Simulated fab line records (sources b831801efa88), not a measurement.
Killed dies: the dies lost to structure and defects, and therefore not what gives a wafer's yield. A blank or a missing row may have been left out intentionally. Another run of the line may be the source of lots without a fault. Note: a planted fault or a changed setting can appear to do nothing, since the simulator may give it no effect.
fab line records / flow sky130
record: lots: 6 wafers: 18 last_day: 50
route steps=708 shown SD_P@324 RES_XHIGH@332 SD_N@342
lots that met no fault: from a run of the same line without faults
start_h: hours from the record's first day to the start of the lot's first wafer shown / wait_h: hours elapsed since this lot's preceding step / " unchanged from the row above / L1.1+2: a single row standing in for several wafers / - either no value or no given start / * or withheld: withheld / < > ~ a bound
route shown NAME@n: NAME is a module with steps in the file, n the number in the route of the first one / usual: average and standard deviation across the fault-free wafers / same: alike in all rows / chamber/n: place in a boat / sites: each site's reading / _std_site: how widely they spread, as a standard deviation / _edge_site: outer sites' mean less inner sites' / radius_mm: how far each site lies from the wafer's centre / mask NAME#n: copy n / behind: tool/chamber where the wafer was last shaped / hold: the reason the lot was held/the length of the hold in hours/how it ended / device: which transistor (n, p or np) failed to switch / end of line: the route-end tests of the same wafers / for a step that has no rows: nothing shown but its recipe / killed: not the wafer's yield, but the dies lost to structure and defects at the first sort / map: dies across one wafer; x = killed, . = not, _ = none there
set.NAME: the run value of the setting; set.NAME@STEP: its run value at that earlier step / model.NAME: the simulator's own value behind a step, which no gauge read
a table for each step, a row for each wafer; lots at some steps of the route
services: a tool's chamber out of use, with start hour (start_h, from the record's first day; less than 0 if before it), hours out, and reason
== steps ==
step: SKY_SD_P_EXPOSE_04
recipe: mask_id: PSDM na: 0.6 source_shape: conventional sigma_outer: 0.6 polarization: unpolarized target_cd_nm: 380 dose_mj: 138
step: SKY_SD_P_PEB_05
recipe: temp_c: withheld time_s: * resist: NOVOLAK
step: SKY_SD_P_DEVELOP_06
recipe: resist: NOVOLAK developer: TMAH develop_time_s: 60 dev_temp_c: 23
step: SKY_SD_P_CD_MEAS_07
recipe: target_cd_nm: 380
usual: cd_nm: 380.1/2.6
lot.wafer=L742.1 tool=cd_sem-02 chamber=- start_h=613.66 wait_h=0.1 cd_nm=380.8
lot.wafer=L742.3 tool=cd_sem-02 chamber=- start_h=613.66 wait_h=0.1 cd_nm=381.2
lot.wafer=L742.6 tool=cd_sem-02 chamber=- start_h=613.66 wait_h=0.1 cd_nm=380.7
lot.wafer=L743.1 tool=cd_sem-02 chamber=- start_h=622.00 wait_h=0.1 cd_nm=378.3
lot.wafer=L743.4 tool=cd_sem-02 chamber=- start_h=622.00 wait_h=0.1 cd_nm=376.6
lot.wafer=L743.6 tool=cd_sem-02 chamber=- start_h=622.00 wait_h=0.1 cd_nm=377.4
lot.wafer=L744.1 tool=cd_sem-02 chamber=- start_h=649.77 wait_h=0.1 cd_nm=378.2
lot.wafer=L744.4 tool=cd_sem-02 chamber=- start_h=649.77 wait_h=0.1 cd_nm=378.5
lot.wafer=L744.6 tool=cd_sem-02 chamber=- start_h=649.77 wait_h=0.1 cd_nm=379.3
lot.wafer=L752.1 tool=cd_sem-02 chamber=- start_h=693.67 wait_h=0.2 cd_nm=380.7
lot.wafer=L752.4 tool=cd_sem-02 chamber=- start_h=693.67 wait_h=0.2 cd_nm=380.7
lot.wafer=L752.6 tool=cd_sem-02 chamber=- start_h=693.67 wait_h=0.2 cd_nm=379.0
lot.wafer=L761.1 tool=cd_sem-02 chamber=- start_h=767.96 wait_h=0.1 cd_nm=373.2
lot.wafer=L761.3 tool=cd_sem-02 chamber=- start_h=767.96 wait_h=0.1 cd_nm=375.6
lot.wafer=L761.6 tool=cd_sem-02 chamber=- start_h=767.96 wait_h=0.1 cd_nm=374.8
lot.wafer=L762.2 tool=cd_sem-02 chamber=- start_h=770.64 wait_h=0.1 cd_nm=375.7
lot.wafer=L762.5 tool=cd_sem-02 chamber=- start_h=770.64 wait_h=0.1 cd_nm=376.7
lot.wafer=L762.6 tool=cd_sem-02 chamber=- start_h=770.64 wait_h=0.1 cd_nm=377.2
step: SKY_SD_P_OVL_MEAS_08
usual: SD_P_OVL: 0.5/1.3
lot.wafer=L742.1 tool=overlay-01 chamber=- start_h=613.78 wait_h=0.1 SD_P_OVL[nm]=0.7
lot.wafer=L742.3 tool=overlay-01 chamber=- start_h=613.78 wait_h=0.1 SD_P_OVL[nm]=1.5
lot.wafer=L742.6 tool=overlay-01 chamber=- start_h=613.78 wait_h=0.1 SD_P_OVL[nm]=1.6
lot.wafer=L743.1 tool=overlay-01 chamber=- start_h=622.12 wait_h=0.1 SD_P_OVL[nm]=0.5
lot.wafer=L743.4 tool=overlay-01 chamber=- start_h=622.12 wait_h=0.1 SD_P_OVL[nm]=0.1
lot.wafer=L743.6 tool=overlay-01 chamber=- start_h=622.12 wait_h=0.1 SD_P_OVL[nm]=0.8
lot.wafer=L744.1 tool=overlay-02 chamber=- start_h=649.89 wait_h=0.1 SD_P_OVL[nm]=0.0
lot.wafer=L744.4 tool=overlay-02 chamber=- start_h=649.89 wait_h=0.1 SD_P_OVL[nm]=-0.6
lot.wafer=L744.6 tool=overlay-02 chamber=- start_h=649.89 wait_h=0.1 SD_P_OVL[nm]=-0.4
lot.wafer=L752.1 tool=overlay-02 chamber=- start_h=693.79 wait_h=0.1 SD_P_OVL[nm]=0.4
lot.wafer=L752.4 tool=overlay-02 chamber=- start_h=693.79 wait_h=0.1 SD_P_OVL[nm]=0.0
lot.wafer=L752.6 tool=overlay-02 chamber=- start_h=693.79 wait_h=0.1 SD_P_OVL[nm]=0.1
lot.wafer=L761.1 tool=overlay-01 chamber=- start_h=768.08 wait_h=0.1 SD_P_OVL[nm]=3.5
lot.wafer=L761.3 tool=overlay-01 chamber=- start_h=768.08 wait_h=0.1 SD_P_OVL[nm]=4.1
lot.wafer=L761.6 tool=overlay-01 chamber=- start_h=768.08 wait_h=0.1 SD_P_OVL[nm]=3.8
lot.wafer=L762.2 tool=overlay-02 chamber=- start_h=770.75 wait_h=0.1 SD_P_OVL[nm]=-0.1
lot.wafer=L762.5 tool=overlay-02 chamber=- start_h=770.75 wait_h=0.1 SD_P_OVL[nm]=1.1
lot.wafer=L762.6 tool=overlay-02 chamber=- start_h=770.75 wait_h=0.1 SD_P_OVL[nm]=-1.6
step: SKY_SD_P_IMPLANT_09
recipe: species: BF2 energy_kev: 20 dose_cm2: 3e+15 tilt_deg: 0
step: SKY_SD_P_STRIP_10
recipe: chemistry: O2/N2 power_w: 1400 pressure_mtorr: 1500 platen_temp_c: withheld o2_flow_sccm: 3000 n2_flow_sccm: 300 overash_fraction: 0.5
usual: chamber_pressure_mTorr: 1500.1/1.5 drypump_motor_current_A: 5.4/0.37 oes_product_au: 0.617/0.0045 strip_time_to_endpoint_s: 17.49/0.037
lot.wafer=L742.1 tool=plasma_asher-03 chamber=1 start_h=613.97 wait_h=0.1 chamber_pressure_mTorr=1498.9 drypump_motor_current_A=5.3 oes_product_au=0.619 rf_hours_counter_h=48 strip_time_to_endpoint_s=17.51
lot.wafer=L742.3 tool=plasma_asher-03 chamber=1 start_h=613.97 wait_h=0.1 chamber_pressure_mTorr=1499.7 drypump_motor_current_A=5.3 oes_product_au=0.622 rf_hours_counter_h=- strip_time_to_endpoint_s=17.46
lot.wafer=L742.6 tool=plasma_asher-03 chamber=0 start_h=613.97 wait_h=0.1 chamber_pressure_mTorr=1500.0 drypump_motor_current_A=5.3 oes_product_au=0.619 rf_hours_counter_h=- strip_time_to_endpoint_s=17.51
lot.wafer=L743.1 tool=plasma_asher-01 chamber=1 start_h=622.31 wait_h=0.1 chamber_pressure_mTorr=1502.3 drypump_motor_current_A=5.0 oes_product_au=0.616 rf_hours_counter_h=17 strip_time_to_endpoint_s=17.53
lot.wafer=L743.4 tool=plasma_asher-01 chamber=1 start_h=622.31 wait_h=0.1 chamber_pressure_mTorr=1499.4 drypump_motor_current_A=5.0 oes_product_au=0.615 rf_hours_counter_h=- strip_time_to_endpoint_s=17.47
lot.wafer=L743.6 tool=plasma_asher-01 chamber=1 start_h=622.31 wait_h=0.1 chamber_pressure_mTorr=1500.8 drypump_motor_current_A=5.0 oes_product_au=0.618 rf_hours_counter_h=- strip_time_to_endpoint_s=17.52
lot.wafer=L744.1 tool=plasma_asher-02 chamber=0 start_h=650.08 wait_h=0.1 chamber_pressure_mTorr=1501.3 drypump_motor_current_A=5.1 oes_product_au=0.609 rf_hours_counter_h=94 strip_time_to_endpoint_s=17.46
lot.wafer=L744.4 tool=plasma_asher-02 chamber=0 start_h=650.08 wait_h=0.1 chamber_pressure_mTorr=1499.9 drypump_motor_current_A=5.1 oes_product_au=0.619 rf_hours_counter_h=- strip_time_to_endpoint_s=17.50
lot.wafer=L744.6 tool=plasma_asher-02 chamber=0 start_h=650.08 wait_h=0.1 chamber_pressure_mTorr=1502.1 drypump_motor_current_A=5.0 oes_product_au=0.627 rf_hours_counter_h=- strip_time_to_endpoint_s=17.50
lot.wafer=L752.1 tool=plasma_asher-02 chamber=1 start_h=693.97 wait_h=0.1 chamber_pressure_mTorr=1501.3 drypump_motor_current_A=5.7 oes_product_au=0.616 rf_hours_counter_h=99 strip_time_to_endpoint_s=17.49
lot.wafer=L752.4 tool=plasma_asher-02 chamber=1 start_h=693.97 wait_h=0.1 chamber_pressure_mTorr=1500.5 drypump_motor_current_A=5.7 oes_product_au=0.629 rf_hours_counter_h=- strip_time_to_endpoint_s=17.49
lot.wafer=L752.6 tool=plasma_asher-02 chamber=1 start_h=693.97 wait_h=0.1 chamber_pressure_mTorr=1501.9 drypump_motor_current_A=5.7 oes_product_au=0.618 rf_hours_counter_h=- strip_time_to_endpoint_s=17.47
lot.wafer=L761.1 tool=plasma_asher-02 chamber=1 start_h=768.27 wait_h=0.1 chamber_pressure_mTorr=1500.4 drypump_motor_current_A=5.7 oes_product_au=0.623 rf_hours_counter_h=2 strip_time_to_endpoint_s=17.48
lot.wafer=L761.3 tool=plasma_asher-02 chamber=1 start_h=768.27 wait_h=0.1 chamber_pressure_mTorr=1502.0 drypump_motor_current_A=5.7 oes_product_au=0.616 rf_hours_counter_h=- strip_time_to_endpoint_s=17.52
lot.wafer=L761.6 tool=plasma_asher-02 chamber=0 start_h=768.27 wait_h=0.1 chamber_pressure_mTorr=1498.7 drypump_motor_current_A=5.1 oes_product_au=0.617 rf_hours_counter_h=- strip_time_to_endpoint_s=17.49
lot.wafer=L762.2 tool=plasma_asher-03 chamber=0 start_h=770.93 wait_h=0.1 chamber_pressure_mTorr=1500.4 drypump_motor_current_A=5.3 oes_product_au=0.618 rf_hours_counter_h=64 strip_time_to_endpoint_s=17.52
lot.wafer=L762.5 tool=plasma_asher-03 chamber=1 start_h=770.93 wait_h=0.1 chamber_pressure_mTorr=1501.1 drypump_motor_current_A=5.2 oes_product_au=0.620 rf_hours_counter_h=- strip_time_to_endpoint_s=17.54
lot.wafer=L762.6 tool=plasma_asher-03 chamber=0 start_h=770.93 wait_h=0.1 chamber_pressure_mTorr=1499.2 drypump_motor_current_A=5.3 oes_product_au=0.615 rf_hours_counter_h=- strip_time_to_endpoint_s=17.55
step: SKY_SD_P_TW_MEAS_11
usual: SD_P_TW: 2837/18
lot.wafer=L742.1 tool=film_metro-01 chamber=- start_h=614.07 wait_h=0.1 SD_P_TW=2811
lot.wafer=L742.3 tool=film_metro-01 chamber=- start_h=614.07 wait_h=0.1 SD_P_TW=2823
lot.wafer=L742.6 tool=film_metro-01 chamber=- start_h=614.07 wait_h=0.1 SD_P_TW=2807
lot.wafer=L743.1 tool=film_metro-02 chamber=- start_h=622.41 wait_h=0.1 SD_P_TW=2805
lot.wafer=L743.4 tool=film_metro-02 chamber=- start_h=622.41 wait_h=0.1 SD_P_TW=2808
lot.wafer=L743.6 tool=film_metro-02 chamber=- start_h=622.41 wait_h=0.1 SD_P_TW=2822
lot.wafer=L744.1 tool=film_metro-03 chamber=- start_h=650.18 wait_h=0.1 SD_P_TW=2842
lot.wafer=L744.4 tool=film_metro-03 chamber=- start_h=650.18 wait_h=0.1 SD_P_TW=2859
lot.wafer=L744.6 tool=film_metro-03 chamber=- start_h=650.18 wait_h=0.1 SD_P_TW=2828
lot.wafer=L752.1 tool=film_metro-02 chamber=- start_h=694.07 wait_h=0.1 SD_P_TW=2838
lot.wafer=L752.4 tool=film_metro-02 chamber=- start_h=694.07 wait_h=0.1 SD_P_TW=2848
lot.wafer=L752.6 tool=film_metro-02 chamber=- start_h=694.07 wait_h=0.1 SD_P_TW=2834
lot.wafer=L761.1 tool=film_metro-03 chamber=- start_h=768.37 wait_h=0.1 SD_P_TW=2859
lot.wafer=L761.3 tool=film_metro-03 chamber=- start_h=768.37 wait_h=0.1 SD_P_TW=2871
lot.wafer=L761.6 tool=film_metro-03 chamber=- start_h=768.37 wait_h=0.1 SD_P_TW=2869
lot.wafer=L762.2 tool=film_metro-03 chamber=- start_h=771.04 wait_h=0.1 SD_P_TW=2860
lot.wafer=L762.5 tool=film_metro-03 chamber=- start_h=771.04 wait_h=0.1 SD_P_TW=2865
lot.wafer=L762.6 tool=film_metro-03 chamber=- start_h=771.04 wait_h=0.1 SD_P_TW=2875
step: SKY_RES_XHIGH_DEHYDRATE_00
recipe: temp_c: 200 time_s: 60
step: SKY_RES_XHIGH_HMDS_01
recipe: prime_time_s: 60 prime_temp_c: 120
step: SKY_RES_XHIGH_COAT_02
recipe: resist: NOVOLAK spin_rpm: 3000 resist_thk_nm: 1140
step: SKY_RES_XHIGH_SOFTBAKE_03
recipe: temp_c: 90 time_s: 60 resist: NOVOLAK
step: SKY_RES_XHIGH_EXPOSE_04
recipe: mask_id: URPM na: 0.6 source_shape: conventional sigma_outer: 0.6 polarization: unpolarized target_cd_nm: 1270 dose_mj: 140
usual: exposure_dose_mJ_cm2: 140.01/0.12 focus_offset_nm: -0.1/0.5
lot.wafer=L742.1 tool=iline_stepper-02 chamber=0 start_h=628.05 wait_h=- mask=URPM#0 exposure_dose_mJ_cm2=140.17 focus_offset_nm=-0.4
lot.wafer=L742.3 tool=iline_stepper-02 chamber=0 start_h=628.05 wait_h=- mask=URPM#0 exposure_dose_mJ_cm2=140.09 focus_offset_nm=-1.4
lot.wafer=L742.6 tool=iline_stepper-02 chamber=0 start_h=628.05 wait_h=- mask=URPM#0 exposure_dose_mJ_cm2=140.21 focus_offset_nm=-0.5
lot.wafer=L743.1 tool=iline_stepper-02 chamber=- start_h=636.20 wait_h=- mask=URPM#0 exposure_dose_mJ_cm2=- focus_offset_nm=-
lot.wafer=L743.4 tool=iline_stepper-02 chamber=- start_h=636.20 wait_h=- mask=URPM#0 exposure_dose_mJ_cm2=- focus_offset_nm=-
lot.wafer=L743.6 tool=iline_stepper-02 chamber=- start_h=636.20 wait_h=- mask=URPM#0 exposure_dose_mJ_cm2=- focus_offset_nm=-
lot.wafer=L744.1 tool=iline_stepper-01 chamber=- start_h=664.62 wait_h=- mask=URPM#0 exposure_dose_mJ_cm2=- focus_offset_nm=-
lot.wafer=L744.4 tool=iline_stepper-01 chamber=- start_h=664.62 wait_h=- mask=URPM#0 exposure_dose_mJ_cm2=- focus_offset_nm=-
lot.wafer=L744.6 tool=iline_stepper-01 chamber=- start_h=664.62 wait_h=- mask=URPM#0 exposure_dose_mJ_cm2=- focus_offset_nm=-
lot.wafer=L752.1 tool=iline_stepper-02 chamber=0 start_h=707.95 wait_h=- mask=URPM#0 exposure_dose_mJ_cm2=139.88 focus_offset_nm=0.1
lot.wafer=L752.4 tool=iline_stepper-02 chamber=0 start_h=707.95 wait_h=- mask=URPM#0 exposure_dose_mJ_cm2=140.08 focus_offset_nm=-0.4
lot.wafer=L752.6 tool=iline_stepper-02 chamber=0 start_h=707.95 wait_h=- mask=URPM#0 exposure_dose_mJ_cm2=140.20 focus_offset_nm=-0.6
lot.wafer=L761.1 tool=iline_stepper-02 chamber=0 start_h=782.45 wait_h=- mask=URPM#0 exposure_dose_mJ_cm2=140.01 focus_offset_nm=0.4
lot.wafer=L761.3 tool=iline_stepper-02 chamber=0 start_h=782.45 wait_h=- mask=URPM#0 exposure_dose_mJ_cm2=139.78 focus_offset_nm=-0.4
lot.wafer=L761.6 tool=iline_stepper-02 chamber=0 start_h=782.45 wait_h=- mask=URPM#0 exposure_dose_mJ_cm2=139.91 focus_offset_nm=0.2
lot.wafer=L762.2 tool=iline_stepper-02 chamber=0 start_h=785.02 wait_h=- mask=URPM#0 exposure_dose_mJ_cm2=139.92 focus_offset_nm=0.2
lot.wafer=L762.5 tool=iline_stepper-02 chamber=0 start_h=785.02 wait_h=- mask=URPM#0 exposure_dose_mJ_cm2=139.67 focus_offset_nm=0.1
lot.wafer=L762.6 tool=iline_stepper-02 chamber=0 start_h=785.02 wait_h=- mask=URPM#0 exposure_dose_mJ_cm2=139.85 focus_offset_nm=0.4
step: SKY_RES_XHIGH_PEB_05
recipe: temp_c: withheld time_s: * resist: NOVOLAK
step: SKY_RES_XHIGH_DEVELOP_06
recipe: resist: NOVOLAK developer: TMAH develop_time_s: 60 dev_temp_c: 23
step: SKY_RES_XHIGH_IMPLANT_07
recipe: species: BF2 energy_kev: 20 dose_cm2: 3.6e+14 tilt_deg: 0
step: SKY_RES_XHIGH_STRIP_08
recipe: chemistry: O2/N2 power_w: 1400 pressure_mtorr: 1500 platen_temp_c: withheld o2_flow_sccm: 3000 n2_flow_sccm: 300 overash_fraction: 0.5
usual: chamber_pressure_mTorr: 1500.0/1.5 drypump_motor_current_A: 5.4/0.3 oes_product_au: 0.712/0.0046 strip_time_to_endpoint_s: 14.28/0.035
lot.wafer=L742.1 tool=plasma_asher-02 chamber=1 start_h=642.95 wait_h=0.1 chamber_pressure_mTorr=1500.4 drypump_motor_current_A=5.7 oes_product_au=0.707 rf_hours_counter_h=94 strip_time_to_endpoint_s=14.26
lot.wafer=L742.3 tool=plasma_asher-02 chamber=0 start_h=642.95 wait_h=0.1 chamber_pressure_mTorr=1500.5 drypump_motor_current_A=5.1 oes_product_au=0.712 rf_hours_counter_h=- strip_time_to_endpoint_s=14.31
lot.wafer=L742.6 tool=plasma_asher-02 chamber=0 start_h=642.95 wait_h=0.1 chamber_pressure_mTorr=1500.2 drypump_motor_current_A=5.1 oes_product_au=0.706 rf_hours_counter_h=- strip_time_to_endpoint_s=14.28
lot.wafer=L743.1 tool=plasma_asher-04 chamber=0 start_h=651.15 wait_h=0.1 chamber_pressure_mTorr=1500.8 drypump_motor_current_A=5.1 oes_product_au=0.709 rf_hours_counter_h=85 strip_time_to_endpoint_s=14.24
lot.wafer=L743.4 tool=plasma_asher-04 chamber=0 start_h=651.15 wait_h=0.1 chamber_pressure_mTorr=1500.7 drypump_motor_current_A=5.1 oes_product_au=0.711 rf_hours_counter_h=- strip_time_to_endpoint_s=14.24
lot.wafer=L743.6 tool=plasma_asher-04 chamber=1 start_h=651.15 wait_h=0.1 chamber_pressure_mTorr=1501.6 drypump_motor_current_A=5.8 oes_product_au=0.715 rf_hours_counter_h=- strip_time_to_endpoint_s=14.22
lot.wafer=L744.1 tool=plasma_asher-04 chamber=0 start_h=678.45 wait_h=0.1 chamber_pressure_mTorr=1500.2 drypump_motor_current_A=5.1 oes_product_au=0.721 rf_hours_counter_h=88 strip_time_to_endpoint_s=14.31
lot.wafer=L744.4 tool=plasma_asher-04 chamber=0 start_h=678.45 wait_h=0.1 chamber_pressure_mTorr=1500.1 drypump_motor_current_A=5.1 oes_product_au=0.715 rf_hours_counter_h=- strip_time_to_endpoint_s=14.28
lot.wafer=L744.6 tool=plasma_asher-04 chamber=1 start_h=678.45 wait_h=0.1 chamber_pressure_mTorr=1499.1 drypump_motor_current_A=5.8 oes_product_au=0.707 rf_hours_counter_h=- strip_time_to_endpoint_s=14.37
lot.wafer=L752.1 tool=plasma_asher-04 chamber=0 start_h=722.22 wait_h=0.1 chamber_pressure_mTorr=1501.3 drypump_motor_current_A=5.1 oes_product_au=0.710 rf_hours_counter_h=92 strip_time_to_endpoint_s=14.34
lot.wafer=L752.4 tool=plasma_asher-04 chamber=1 start_h=722.22 wait_h=0.1 chamber_pressure_mTorr=1499.8 drypump_motor_current_A=5.8 oes_product_au=0.709 rf_hours_counter_h=- strip_time_to_endpoint_s=14.32
lot.wafer=L752.6 tool=plasma_asher-04 chamber=0 start_h=722.22 wait_h=0.1 chamber_pressure_mTorr=1499.5 drypump_motor_current_A=5.1 oes_product_au=0.718 rf_hours_counter_h=- strip_time_to_endpoint_s=14.30
lot.wafer=L761.1 tool=plasma_asher-03 chamber=1 start_h=795.40 wait_h=0.1 chamber_pressure_mTorr=1504.0 drypump_motor_current_A=5.3 oes_product_au=0.712 rf_hours_counter_h=66 strip_time_to_endpoint_s=14.28
lot.wafer=L761.3 tool=plasma_asher-03 chamber=0 start_h=795.40 wait_h=0.1 chamber_pressure_mTorr=1497.9 drypump_motor_current_A=5.3 oes_product_au=0.725 rf_hours_counter_h=- strip_time_to_endpoint_s=14.33
lot.wafer=L761.6 tool=plasma_asher-03 chamber=1 start_h=795.40 wait_h=0.1 chamber_pressure_mTorr=1501.3 drypump_motor_current_A=5.2 oes_product_au=0.716 rf_hours_counter_h=- strip_time_to_endpoint_s=14.29
lot.wafer=L762.2 tool=plasma_asher-03 chamber=0 start_h=798.20 wait_h=0.1 chamber_pressure_mTorr=1500.5 drypump_motor_current_A=5.3 oes_product_au=0.714 rf_hours_counter_h=67 strip_time_to_endpoint_s=14.33
lot.wafer=L762.5 tool=plasma_asher-03 chamber=1 start_h=798.20 wait_h=0.1 chamber_pressure_mTorr=1498.9 drypump_motor_current_A=5.3 oes_product_au=0.712 rf_hours_counter_h=- strip_time_to_endpoint_s=14.30
lot.wafer=L762.6 tool=plasma_asher-03 chamber=0 start_h=798.20 wait_h=0.1 chamber_pressure_mTorr=1502.7 drypump_motor_current_A=5.3 oes_product_au=0.710 rf_hours_counter_h=- strip_time_to_endpoint_s=14.35
step: SKY_RES_XHIGH_TW_MEAS_09
usual: RES_XHIGH_TW: 1646/12
lot.wafer=L742.1 tool=film_metro-03 chamber=- start_h=643.05 wait_h=0.1 RES_XHIGH_TW=1656
lot.wafer=L742.3 tool=film_metro-03 chamber=- start_h=643.05 wait_h=0.1 RES_XHIGH_TW=1652
lot.wafer=L742.6 tool=film_metro-03 chamber=- start_h=643.05 wait_h=0.1 RES_XHIGH_TW=1653
lot.wafer=L743.1 tool=film_metro-01 chamber=- start_h=651.25 wait_h=0.1 RES_XHIGH_TW=30
lot.wafer=L743.4 tool=film_metro-01 chamber=- start_h=651.25 wait_h=0.1 RES_XHIGH_TW=30
lot.wafer=L743.6 tool=film_metro-01 chamber=- start_h=651.25 wait_h=0.1 RES_XHIGH_TW=30
lot.wafer=L744.1 tool=film_metro-03 chamber=- start_h=678.55 wait_h=0.1 RES_XHIGH_TW=30
lot.wafer=L744.4 tool=film_metro-03 chamber=- start_h=678.55 wait_h=0.1 RES_XHIGH_TW=31
lot.wafer=L744.6 tool=film_metro-03 chamber=- start_h=678.55 wait_h=0.1 RES_XHIGH_TW=30
lot.wafer=L752.1 tool=film_metro-02 chamber=- start_h=722.32 wait_h=0.1 RES_XHIGH_TW=1641
lot.wafer=L752.4 tool=film_metro-02 chamber=- start_h=722.32 wait_h=0.1 RES_XHIGH_TW=1642
lot.wafer=L752.6 tool=film_metro-02 chamber=- start_h=722.32 wait_h=0.1 RES_XHIGH_TW=1642
lot.wafer=L761.1 tool=film_metro-02 chamber=- start_h=795.50 wait_h=0.1 RES_XHIGH_TW=1632
lot.wafer=L761.3 tool=film_metro-02 chamber=- start_h=795.50 wait_h=0.1 RES_XHIGH_TW=1636
lot.wafer=L761.6 tool=film_metro-02 chamber=- start_h=795.50 wait_h=0.1 RES_XHIGH_TW=1630
lot.wafer=L762.2 tool=film_metro-01 chamber=- start_h=798.31 wait_h=0.1 RES_XHIGH_TW=1639
lot.wafer=L762.5 tool=film_metro-01 chamber=- start_h=798.31 wait_h=0.1 RES_XHIGH_TW=1637
lot.wafer=L762.6 tool=film_metro-01 chamber=- start_h=798.31 wait_h=0.1 RES_XHIGH_TW=1632
step: SKY_SD_N_DEHYDRATE_00
recipe: temp_c: 200 time_s: 60
== services ==
tool=plasma_asher-03 chamber=- start_h=592.60 hours=2.2 kind=repair
tool=plasma_asher-01 chamber=- start_h=598.70 hours=2.8 kind=pm
tool=plasma_asher-02 chamber=- start_h=604.09 hours=14.6 kind=pm
tool=iline_stepper-02 chamber=- start_h=624.67 hours=1.2 kind=repair
tool=plasma_asher-02 chamber=- start_h=698.84 hours=2.2 kind=repair
tool=plasma_asher-04 chamber=- start_h=703.91 hours=2.8 kind=pm
tool=iline_stepper-02 chamber=- start_h=710.38 hours=1.7 kind=pm
tool=plasma_asher-02 chamber=- start_h=733.75 hours=9.0 kind=pm
tool=plasma_asher-02 chamber=0 start_h=733.75 hours=9.0 kind=vent_cycle
tool=plasma_asher-02 chamber=1 start_h=733.75 hours=9.0 kind=vent_cycle
tool=plasma_asher-01 chamber=- start_h=735.68 hours=1.2 kind=repair
tool=plasma_asher-02 chamber=0 start_h=742.75 hours=- kind=clean
tool=plasma_asher-02 chamber=1 start_h=742.75 hours=- kind=clean
tool=iline_stepper-02 chamber=- start_h=744.87 hours=4.3 kind=pm
tool=plasma_asher-02 chamber=- start_h=762.01 hours=2.1 kind=repair
tool=iline_stepper-02 chamber=- start_h=762.90 hours=2.1 kind=pm
tool=iline_stepper-02 chamber=- start_h=764.99 hours=- kind=consumable_replace:lamp
tool=iline_stepper-01 chamber=- start_h=784.81 hours=1.7 kind=pm
== key ==
first_sign: step: SKY_RES_XHIGH_EXPOSE_04 reading: tool_record direction: missing
effect: step: SKY_RES_XHIGH_TW_MEAS_09 reading: RES_XHIGH_TW direction: down sigmas: 99+ usual: 1646 struck: 30
met_at SKY_RES_XHIGH_EXPOSE_04
struck_wafers L743.1,L743.4,L743.6,L744.1,L744.4,L744.6
sort_left_out L743.1,L743.4,L743.6,L744.1,L744.4,L744.6
tester_left_out L743,L744
onset_between 628.05 636.20
fault: kind: skipped_step_whole tool: iline_stepper-01,iline_stepper-02 chamber: - onset_h: 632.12 steps: SKY_RES_XHIGH_EXPOSE_04 scope: struck_lots_only
tester_left_out: of these lots the tester's yield and bins aren't shown, on N5 and GAA mostly nor the transistor test; their killed dies are dies lost to structure and defects alone, not to doping, threshold or leakage, so they don't give the yield
sort_left_out: the simulated sort isn't trusted on such a fault, so these wafers' sort isn't shown, and their yield isn't known
